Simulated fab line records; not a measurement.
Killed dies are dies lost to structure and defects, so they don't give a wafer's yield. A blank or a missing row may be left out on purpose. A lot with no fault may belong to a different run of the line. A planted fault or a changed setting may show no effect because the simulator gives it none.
fab line records ; flow gf180mcu
[record] lots = 14; wafers = 42; lastDay = 34
route steps=602 shown NSD@241 CONTACT@309 M1@321
lots that met no fault: taken from a fault-free run of the same line
startH: the number of hours between the record's first day and the start of the first shown wafer of the lot ; waitH: hours since the lot's step before ; " identical to the entry in the row above ; L1.1+2: a single row standing in for several wafers ; - either no value or no given start ; * or withheld: withheld ; < > ~ a bound
route shown NAME@n: names a module that has steps shown in the file, with the first one's number in the route ; usual: mean and standard deviation over wafers with no fault ; same: alike in all rows ; chamber/n: place in a boat ; sites: readings site by site ; _std_site: standard deviation of those values ; _edge_site: outer sites' mean less inner sites' ; radiusMm: how far each site lies from the wafer's centre ; mask NAME#n: copy n ; behind: the most recent tool/chamber to have shaped the wafer ; hold: why the lot was held/for how many hours/how that ended ; device: transistor that didn't switch, given as n, p or np ; end of line: tests run on the same wafers once the route is complete ; a step without rows: its recipe alone ; killed: at the first sort, the dies lost to defects and structure; wafer yield is something else ; map: shows each die of a wafer: x if killed, . if not, _ if none is there
set.NAME: the setting that was run; set.NAME@STEP: the one run at that earlier step ; model.NAME: the simulator's own value behind a step, which no gauge read
route steps across a sampled set of lots; one table per step, one row per wafer
services: the hour from which a tool's chamber was out of use, counted from the record's first day as startH (under 0 if before that day), plus the number of hours and why
[[steps]]
[step GF_NSD_DEVELOP_06]
[recipe] developTimeS = 60; devTempC = 23
[usual] chillPlateTempC = 22.98/0.1
lot.wafer;tool;chamber;startH;waitH;chillPlateTempC
L970.3;lithoTrack-02;0;303.04;0.1;23.01
L970.5;lithoTrack-02;0;303.04;0.1;22.86
L970.6;lithoTrack-02;0;303.04;0.1;22.90
L971.1;lithoTrack-04;0;308.93;0.1;23.00
L971.4;lithoTrack-04;0;308.93;0.1;23.02
L971.5;lithoTrack-04;0;308.93;0.1;23.00
L973.1;lithoTrack-04;0;324.38;0.1;23.01
L973.4;lithoTrack-04;0;324.38;0.1;22.97
L973.5;lithoTrack-04;0;324.38;0.1;22.99
L975.1;lithoTrack-02;0;346.14;0.1;22.85
L975.2;lithoTrack-02;0;346.14;0.1;22.77
L975.4;lithoTrack-02;0;346.14;0.1;23.10
L976.1;lithoTrack-01;0;350.44;0.1;23.19
L976.3;lithoTrack-01;0;350.44;0.1;23.06
L976.5;lithoTrack-01;0;350.44;0.1;22.97
L977.1;lithoTrack-01;0;361.69;0.1;22.85
L977.2;lithoTrack-01;0;361.69;0.1;22.88
L977.3;lithoTrack-01;0;361.69;0.1;22.81
L978.2;lithoTrack-02;0;368.46;0.1;22.97
L978.3;lithoTrack-02;0;368.46;0.1;22.96
L978.4;lithoTrack-02;0;368.46;0.1;23.06
L979.1;lithoTrack-01;0;378.44;0.1;23.03
L979.2;lithoTrack-01;0;378.44;0.1;23.03
L979.4;lithoTrack-01;0;378.44;0.1;23.08
L980.2;lithoTrack-04;0;388.56;0.1;22.89
L980.3;lithoTrack-04;0;388.56;0.1;22.87
L980.6;lithoTrack-04;0;388.56;0.1;22.86
L981.1;lithoTrack-02;0;397.64;0.1;23.10
L981.3;lithoTrack-02;0;397.64;0.1;23.11
L981.5;lithoTrack-02;0;397.64;0.1;23.12
L985.1;lithoTrack-02;0;430.99;0.1;23.04
L985.2;lithoTrack-02;0;430.99;0.1;23.01
L985.3;lithoTrack-02;0;430.99;0.1;22.92
L987.3;lithoTrack-04;0;442.73;0.1;22.97
L987.4;lithoTrack-04;0;442.73;0.1;23.05
L987.6;lithoTrack-04;0;442.73;0.1;23.07
L988.1;lithoTrack-02;0;453.54;0.1;23.07
L988.4;lithoTrack-02;0;453.54;0.1;23.02
L988.5;lithoTrack-02;0;453.54;0.1;22.83
L990.3;lithoTrack-01;0;467.89;0.1;22.74
L990.5;lithoTrack-01;0;467.89;0.1;22.74
L990.6;lithoTrack-01;0;467.89;0.1;22.88
[step GF_NSD_CD_MEAS_07]
[recipe] targetCdNm = 400
[usual] cdNm = 398.9/2.1
lot.wafer;tool;chamber;startH;waitH;cdNm
L970.3;cdSem-01;-;303.18;0.1;399.2
L970.5;cdSem-01;-;303.18;0.1;396.3
L970.6;cdSem-01;-;303.18;0.1;394.9
L971.1;cdSem-02;-;309.08;0.1;398.1
L971.4;cdSem-02;-;309.08;0.1;400.6
L971.5;cdSem-02;-;309.08;0.1;397.6
L973.1;cdSem-01;-;324.53;0.1;398.6
L973.4;cdSem-01;-;324.53;0.1;398.0
L973.5;cdSem-01;-;324.53;0.1;398.8
L975.1;cdSem-01;-;346.29;0.1;401.5
L975.2;cdSem-01;-;346.29;0.1;401.3
L975.4;cdSem-01;-;346.29;0.1;399.8
L976.1;cdSem-02;-;350.59;0.1;403.0
L976.3;cdSem-02;-;350.59;0.1;402.3
L976.5;cdSem-02;-;350.59;0.1;401.6
L977.1;cdSem-02;-;361.84;0.1;397.1
L977.2;cdSem-02;-;361.84;0.1;398.0
L977.3;cdSem-02;-;361.84;0.1;396.9
L978.2;cdSem-02;-;368.61;0.1;400.5
L978.3;cdSem-02;-;368.61;0.1;399.8
L978.4;cdSem-02;-;368.61;0.1;399.6
L979.1;cdSem-02;-;378.60;0.1;395.4
L979.2;cdSem-02;-;378.60;0.1;397.1
L979.4;cdSem-02;-;378.60;0.1;397.2
L980.2;cdSem-02;-;388.70;0.1;397.4
L980.3;cdSem-02;-;388.70;0.1;397.9
L980.6;cdSem-02;-;388.70;0.1;397.0
L981.1;cdSem-02;-;397.79;0.1;400.9
L981.3;cdSem-02;-;397.79;0.1;402.9
L981.5;cdSem-02;-;397.79;0.1;401.8
L985.1;cdSem-02;-;431.14;0.1;407.2
L985.2;cdSem-02;-;431.14;0.1;405.3
L985.3;cdSem-02;-;431.14;0.1;406.5
L987.3;cdSem-01;-;442.87;0.1;402.5
L987.4;cdSem-01;-;442.87;0.1;402.7
L987.6;cdSem-01;-;442.87;0.1;401.5
L988.1;cdSem-01;-;453.69;0.1;404.7
L988.4;cdSem-01;-;453.69;0.1;406.8
L988.5;cdSem-01;-;453.69;0.1;404.8
L990.3;cdSem-01;-;468.03;0.1;397.5
L990.5;cdSem-01;-;468.03;0.1;398.4
L990.6;cdSem-01;-;468.03;0.1;398.0
[step GF_CONTACT_SPUTTER_22]
[recipe] material = Ti; targetThkNm = 15; chamberPressurePa = 5; powerW = 2500; substrateTempC = 200; timeS = 80.02
[usual] throttleValvePct = 29.9/0.81
lot.wafer;tool;chamber;startH;waitH;throttleValvePct
L970.3;pvdSputter-03;-;369.86;0.0;30.9
L970.5;pvdSputter-03;-;369.86;0.0;30.8
L970.6;pvdSputter-03;-;369.86;0.0;30.2
L971.1;pvdSputter-04;-;377.26;0.0;30.7
L971.4;pvdSputter-04;-;377.26;0.0;30.9
L971.5;pvdSputter-04;-;377.26;0.0;30.5
L973.1;pvdSputter-03;-;393.40;0.0;30.5
L973.4;pvdSputter-03;-;393.40;0.0;30.2
L973.5;pvdSputter-03;-;393.40;0.0;30.5
L975.1;pvdSputter-03;-;417.86;0.0;30.2
L975.2;pvdSputter-03;-;417.86;0.0;30.4
L975.4;pvdSputter-03;-;417.86;0.0;30.6
L976.1;pvdSputter-04;-;422.32;0.0;30.3
L976.3;pvdSputter-04;-;422.32;0.0;30.3
L976.5;pvdSputter-04;-;422.32;0.0;30.9
L977.1;pvdSputter-01;-;434.26;0.0;29.4
L977.2;pvdSputter-01;-;434.26;0.0;28.9
L977.3;pvdSputter-01;-;434.26;0.0;30.0
L978.2;pvdSputter-04;-;442.23;0.0;30.0
L978.3;pvdSputter-04;-;442.23;0.0;31.1
L978.4;pvdSputter-04;-;442.23;0.0;30.4
L979.1;pvdSputter-01;-;453.01;0.0;29.1
L979.2;pvdSputter-01;-;453.01;0.0;28.4
L979.4;pvdSputter-01;-;453.01;0.0;29.2
L980.2;pvdSputter-01;-;464.41;0.0;30.2
L980.3;pvdSputter-01;-;464.41;0.0;28.5
L980.6;pvdSputter-01;-;464.41;0.0;29.4
L981.1;pvdSputter-01;-;473.55;0.0;29.1
L981.3;pvdSputter-01;-;473.55;0.0;29.3
L981.5;pvdSputter-01;-;473.55;0.0;29.4
L985.1;pvdSputter-03;-;507.02;0.0;30.3
L985.2;pvdSputter-03;-;507.02;0.0;30.8
L985.3;pvdSputter-03;-;507.02;0.0;29.0
L987.3;pvdSputter-01;-;522.40;0.0;30.0
L987.4;pvdSputter-01;-;522.40;0.0;28.7
L987.6;pvdSputter-01;-;522.40;0.0;29.9
L988.1;pvdSputter-01;-;529.20;0.0;28.9
L988.4;pvdSputter-01;-;529.20;0.0;28.2
L988.5;pvdSputter-01;-;529.20;0.0;29.0
L990.3;pvdSputter-04;-;541.35;0.0;30.8
L990.5;pvdSputter-04;-;541.35;0.0;29.8
L990.6;pvdSputter-04;-;541.35;0.0;31.0
[step GF_CONTACT_RS_MEAS_25]
[recipe] thkMeasGauge = four-point-probe; reads = W_of_CONTACT_CVD_24+TiN_of_CONTACT_SPUTTER_23+Ti_of_CONTACT_SPUTTER_22
[usual] CONTACT_W_RS = 0.383/0.0039
lot.wafer;tool;chamber;startH;waitH;CONTACT_W_RS[ohm/sq]
L970.3;filmMetro-01;-;370.10;0.1;0.385
L970.5;filmMetro-01;-;370.10;0.1;0.381
L970.6;filmMetro-01;-;370.10;0.1;0.383
L971.1;filmMetro-01;-;377.46;0.1;0.388
L971.4;filmMetro-01;-;377.46;0.1;0.378
L971.5;filmMetro-01;-;377.46;0.1;0.379
L973.1;filmMetro-01;-;393.61;0.1;0.380
L973.4;filmMetro-01;-;393.61;0.1;0.384
L973.5;filmMetro-01;-;393.61;0.1;0.386
L975.1;filmMetro-04;-;418.06;0.1;0.381
L975.2;filmMetro-04;-;418.06;0.1;0.377
L975.4;filmMetro-04;-;418.06;0.1;0.381
L976.1;filmMetro-04;-;422.52;0.1;0.387
L976.3;filmMetro-04;-;422.52;0.1;0.383
L976.5;filmMetro-04;-;422.52;0.1;0.385
L977.1;filmMetro-01;-;434.46;0.1;0.378
L977.2;filmMetro-01;-;434.46;0.1;0.382
L977.3;filmMetro-01;-;434.46;0.1;0.383
L978.2;filmMetro-02;-;442.45;0.1;0.388
L978.3;filmMetro-02;-;442.45;0.1;0.379
L978.4;filmMetro-02;-;442.45;0.1;0.388
L979.1;filmMetro-04;-;453.21;0.1;0.372
L979.2;filmMetro-04;-;453.21;0.1;0.376
L979.4;filmMetro-04;-;453.21;0.1;0.376
L980.2;filmMetro-01;-;464.63;0.1;0.381
L980.3;filmMetro-01;-;464.63;0.1;0.380
L980.6;filmMetro-01;-;464.63;0.1;0.386
L981.1;filmMetro-02;-;473.75;0.1;0.393
L981.3;filmMetro-02;-;473.75;0.1;0.388
L981.5;filmMetro-02;-;473.75;0.1;0.387
L985.1;filmMetro-04;-;507.22;0.1;0.379
L985.2;filmMetro-04;-;507.22;0.1;0.383
L985.3;filmMetro-04;-;507.22;0.1;0.392
L987.3;filmMetro-02;-;522.64;0.1;0.387
L987.4;filmMetro-02;-;522.64;0.1;0.384
L987.6;filmMetro-02;-;522.64;0.1;0.384
L988.1;filmMetro-01;-;529.40;0.1;0.386
L988.4;filmMetro-01;-;529.40;0.1;0.384
L988.5;filmMetro-01;-;529.40;0.1;0.385
L990.3;filmMetro-02;-;541.59;0.1;0.381
L990.5;filmMetro-02;-;541.59;0.1;0.384
L990.6;filmMetro-02;-;541.59;0.1;0.385
[step GF_M1_THK_MEAS_06]
[recipe] thkMeasGauge = xrf; reads = AlCu_of_M1_SPUTTER_02
[usual] M1_ALCU_THK = 449/4
lot.wafer;tool;chamber;startH;waitH;M1_ALCU_THK[nm]
L970.3;filmMetro-03;-;370.91;0.1;447
L970.5;filmMetro-03;-;370.91;0.1;448
L970.6;filmMetro-03;-;370.91;0.1;456
L971.1;filmMetro-01;-;378.28;0.1;456
L971.4;filmMetro-01;-;378.28;0.1;453
L971.5;filmMetro-01;-;378.28;0.1;458
L973.1;filmMetro-03;-;394.43;0.1;449
L973.4;filmMetro-03;-;394.43;0.1;453
L973.5;filmMetro-03;-;394.43;0.1;452
L975.1;filmMetro-03;-;418.88;0.1;453
L975.2;filmMetro-03;-;418.88;0.1;450
L975.4;filmMetro-03;-;418.88;0.1;444
L976.1;filmMetro-03;-;423.34;0.1;446
L976.3;filmMetro-03;-;423.34;0.1;442
L976.5;filmMetro-03;-;423.34;0.1;448
L977.1;filmMetro-04;-;435.51;0.1;446
L977.2;filmMetro-04;-;435.51;0.1;445
L977.3;filmMetro-04;-;435.51;0.1;446
L978.2;filmMetro-04;-;443.26;0.1;450
L978.3;filmMetro-04;-;443.26;0.1;446
L978.4;filmMetro-04;-;443.26;0.1;448
L979.1;filmMetro-04;-;454.18;0.1;441
L979.2;filmMetro-04;-;454.18;0.1;447
L979.4;filmMetro-04;-;454.18;0.1;442
L980.2;filmMetro-01;-;465.44;0.1;457
L980.3;filmMetro-01;-;465.44;0.1;457
L980.6;filmMetro-01;-;465.44;0.1;448
L981.1;filmMetro-03;-;474.58;0.1;450
L981.3;filmMetro-03;-;474.58;0.1;451
L981.5;filmMetro-03;-;474.58;0.1;449
L985.1;filmMetro-03;-;508.04;0.1;441
L985.2;filmMetro-03;-;508.04;0.1;444
L985.3;filmMetro-03;-;508.04;0.1;449
L987.3;filmMetro-03;-;523.44;0.1;450
L987.4;filmMetro-03;-;523.44;0.1;446
L987.6;filmMetro-03;-;523.44;0.1;449
L988.1;filmMetro-04;-;530.22;0.1;448
L988.4;filmMetro-04;-;530.22;0.1;450
L988.5;filmMetro-04;-;530.22;0.1;454
L990.3;filmMetro-01;-;542.39;0.1;451
L990.5;filmMetro-01;-;542.39;0.1;450
L990.6;filmMetro-01;-;542.39;0.1;448
[[services]]
tool;chamber;startH;hours;kind
pvdSputter-01;-;321.82;3.2;repair
pvdSputter-04;2;399.64;-;consumableReplace:kit
pvdSputter-04;2;399.64;18.0;scheduledDown
pvdSputter-04;2;399.64;18.0;ventCycle
pvdSputter-03;-;477.96;8.6;repair
pvdSputter-04;-;483.58;2.1;repair
pvdSputter-03;-;489.53;4.8;repair
pvdSputter-01;-;516.42;2.4;repair
pvdSputter-01;2;524.76;-;consumableReplace:kit
pvdSputter-01;2;524.76;18.0;scheduledDown
pvdSputter-01;2;524.76;18.0;ventCycle
pvdSputter-04;1;533.20;-;consumableReplace:kit
pvdSputter-04;1;533.20;18.0;scheduledDown
pvdSputter-04;1;533.20;18.0;ventCycle
[[key]]
[firstSign] step = GF_NSD_CD_MEAS_07; reading = cdNm; direction = up; sigmas = 3.3; usual = 398.9; struck = 405.9; through = controlLoop
effect none on later readings
metAt GF_NSD_DEVELOP_06
struckLots L985,L988
testerLeftOut L985,L988
[loopTrim] step = GF_NSD_EXPOSE_04; setting = dose; lots = L988
notActingAt GF_CONTACT_SPUTTER_22,GF_CONTACT_RS_MEAS_25,GF_M1_THK_MEAS_06
onsetBetween 397.64 430.99
[fault] kind = processParameterDrift; tool = lithoTrack-02; chamber = -; onsetH = 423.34; steps = GF_NSD_DEVELOP_06; channel = developTimeS; offset = *; shape = step; endH = 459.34; actsIn = *; stated = *
// testerLeftOut: of these lots the tester's yield and bins aren't shown, on N5 and GAA mostly nor the transistor test; their killed dies are dies lost to structure and defects alone, not to doping, threshold or leakage, so they don't give the yield
// loopTrim: a control loop set the setting to another value than it would have without faults
